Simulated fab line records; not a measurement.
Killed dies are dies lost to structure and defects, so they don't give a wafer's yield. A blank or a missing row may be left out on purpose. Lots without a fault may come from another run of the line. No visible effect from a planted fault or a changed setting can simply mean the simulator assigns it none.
Which tool is to blame? ; flow gf180mcu ; 12 lots with 36 wafers sampled at 6 steps, on a route of 602 steps

WHAT EACH GAUGE READ, for each wafer
GF_V4_THK_MEAS_03. Usual: V4_CVD_02_THK gives 857 nm (standard deviation 12).
lot;measured;on;V4_CVD_02_THK (nm);flag
L236;day 23 21:50;filmMetro-03;844 866 857;
L237;day 24 00:01;filmMetro-02;847 838 863;
L243;day 26 04:51;filmMetro-02;866 852 876;
L244;day 26 20:51;filmMetro-02;849 873 865;
L246;day 27 02:11;filmMetro-02;845 876 860;
L245;day 27 03:55;filmMetro-01;837 838 853;
L249;day 28 02:40;filmMetro-03;854 839 869;
L254;day 29 11:32;filmMetro-02;857 868 880;
L255;day 30 06:08;filmMetro-01;854 846 860;
L257;day 30 11:10;filmMetro-02;844 852 875;
L256;day 30 11:50;filmMetro-02;863 851 874;
L258;day 30 16:13;filmMetro-01;851 882 872;

GF_MIM_THK_MEAS_06. Usual: MIM_CVD_05_THK gives 42.0 nm (standard deviation 0.51).
lot;measured;on;MIM_CVD_05_THK (nm);flag
L236;day 24 21:58;filmMetro-02;41.5 42.0 42.0;
L237;day 25 00:26;filmMetro-02;41.6 42.1 42.8;
L243;day 27 04:16;filmMetro-04;41.7 42.4 42.3;
L244;day 27 20:20;filmMetro-04;41.6 42.0 42.0;
L246;day 28 00:11;filmMetro-04;41.5 42.5 42.5;
L245;day 28 02:27;filmMetro-02;41.0 41.3 42.7;
L249;day 28 23:43;filmMetro-04;41.7 42.4 42.4;
L254;day 30 07:57;filmMetro-01;41.5 41.0 41.7;
L255;day 31 02:30;filmMetro-04;42.4 42.4 43.0;
L257;day 31 07:14;filmMetro-01;42.0 41.7 42.0;
L256;day 31 07:26;filmMetro-01;42.2 41.9 43.0;
L258;day 31 12:22;filmMetro-02;41.7 42.4 42.6;

GF_MIM_RS_MEAS_10: the measuring method here is four-point-probe. Usual: MIM_ALCU_RS gives 0.1602 ohm/sq (standard deviation 0.0017).
lot;measured;on;MIM_ALCU_RS (ohm/sq);flag
L236;day 24 22:08;filmMetro-01;0.1638 0.1634 0.1626;
L237;day 25 00:37;filmMetro-01;0.1613 0.1603 0.1606;
L243;day 27 04:26;filmMetro-01;0.1598 0.1598 0.1684;
L244;day 27 20:31;filmMetro-01;0.1693 0.1612 0.1618;
L246;day 28 00:21;filmMetro-01;0.1677 0.1599 0.1600;
L245;day 28 02:37;filmMetro-02;0.1602 0.1600 0.1618;
L249;day 28 23:53;filmMetro-01;0.1621 0.1590 0.1619;
L254;day 30 08:07;filmMetro-01;0.1592 0.1565 0.1592;
L255;day 31 02:40;filmMetro-02;0.1621 0.1585 0.1593;
L257;day 31 07:23;filmMetro-04;0.1603 0.1634 0.1633;
L256;day 31 07:36;filmMetro-01;0.1579 0.1573 0.1587;
L258;day 31 12:32;filmMetro-02;0.1590 0.1607 0.1613;

GF_MIM_THK_MEAS_11: measures by xrf. Usual: MIM_ALCU_THK gives 197.3 nm (standard deviation 2.3).
lot;measured;on;MIM_ALCU_THK (nm);flag
L236;day 24 22:14;filmMetro-01;192.4 191.8 193.9;
L237;day 25 00:43;filmMetro-01;192.6 194.4 195.1;
L243;day 27 04:33;filmMetro-01;196.1 197.2 189.3;
L244;day 27 20:37;filmMetro-01;186.6 196.1 194.7;
L246;day 28 00:28;filmMetro-01;187.2 195.5 194.5;
L245;day 28 02:44;filmMetro-02;198.0 198.0 196.2;
L249;day 28 23:59;filmMetro-01;194.5 197.4 194.5;
L254;day 30 08:14;filmMetro-01;197.7 201.7 196.7;
L255;day 31 02:47;filmMetro-02;196.6 200.6 199.9;
L257;day 31 07:31;filmMetro-04;199.5 195.2 194.6;
L256;day 31 07:43;filmMetro-01;199.9 198.8 198.0;
L258;day 31 12:39;filmMetro-02;199.3 198.1 197.3;

EACH LOT AND THE TOOL THAT RAN IT (in order: tool; ch and the chambers of the sampled wafers; start)
lot;GF_MIM_SPUTTER_08;GF_MIM_SPUTTER_09
L236;pvdSputter-03, day 24 22:03;pvdSputter-03, day 24 22:04
L237;pvdSputter-03, day 25 00:32;pvdSputter-03, day 25 00:33
L243;pvdSputter-02, day 27 04:22;pvdSputter-02, day 27 04:24
L244;pvdSputter-02, day 27 20:25;pvdSputter-02, day 27 20:26
L246;pvdSputter-02, day 28 00:17;pvdSputter-02, day 28 00:19
L245;pvdSputter-03, day 28 02:33;pvdSputter-03, day 28 02:34
L249;pvdSputter-04, day 28 23:48;pvdSputter-04, day 28 23:49
L254;pvdSputter-04, day 30 08:04;pvdSputter-04, day 30 08:05
L255;pvdSputter-02, day 31 02:35;pvdSputter-02, day 31 02:37
L257;pvdSputter-04, day 31 07:20;pvdSputter-04, day 31 07:22
L256;pvdSputter-02, day 31 07:32;pvdSputter-02, day 31 07:34
L258;pvdSputter-02, day 31 12:28;pvdSputter-02, day 31 12:29
- GF_MIM_SPUTTER_08: material AlCu, target thk 200 nm, time 10.6 s.
- GF_MIM_SPUTTER_09: material TiN, target thk 35 nm, time 29.2 s.

AS READ BY THE TOOLS THEMSELVES (means over the sampled wafers that have a number; for cases with no such wafer, the mark the record gives instead)
GF_MIM_SPUTTER_08. Usual: 30.1 % for throttleValvePct, sd 1.1.
lot;tool;throttleValvePct (%);flag
L236;pvdSputter-03;31.9;
L237;pvdSputter-03;31.6;
L243;pvdSputter-02;29.4;
L244;pvdSputter-02;29.6;
L246;pvdSputter-02;29.3;
L245;pvdSputter-03;31.8;
L249;pvdSputter-04;29.5;
L254;pvdSputter-04;29.8;
L255;pvdSputter-02;29.9;
L257;pvdSputter-04;30.0;
L256;pvdSputter-02;29.8;
L258;pvdSputter-02;29.8;

GF_MIM_SPUTTER_09. Usual: 30.1 % for throttleValvePct, sd 1.2.
lot;tool;throttleValvePct (%);flag
L236;pvdSputter-03;32.0;
L237;pvdSputter-03;31.7;
L243;pvdSputter-02;29.3;
L244;pvdSputter-02;29.7;
L246;pvdSputter-02;29.3;
L245;pvdSputter-03;31.8;
L249;pvdSputter-04;29.7;
L254;pvdSputter-04;29.9;
L255;pvdSputter-02;29.7;
L257;pvdSputter-04;30.0;
L256;pvdSputter-02;29.9;
L258;pvdSputter-02;29.9;

THE ANSWER, worked out from the rows above alone
Rule: lot off if the mean of its wafers having a number is beyond 3 standard deviations from the usual mean. Also off: a lot with no number at a reading for which 4 or more lots have one. The other lots that the step has rows for count as sound. Order of review: gauges by route order, followed by the tools' own readings, for which a lot's mean as printed above is used. At the first step where some lot is off, the reading lying furthest off is the one used; lots without a number count as furthest.
Across all readings shown, no lot is off: no conclusion can be drawn from this.

WHAT HAD BEEN PUT IN BY THE SIMULATOR
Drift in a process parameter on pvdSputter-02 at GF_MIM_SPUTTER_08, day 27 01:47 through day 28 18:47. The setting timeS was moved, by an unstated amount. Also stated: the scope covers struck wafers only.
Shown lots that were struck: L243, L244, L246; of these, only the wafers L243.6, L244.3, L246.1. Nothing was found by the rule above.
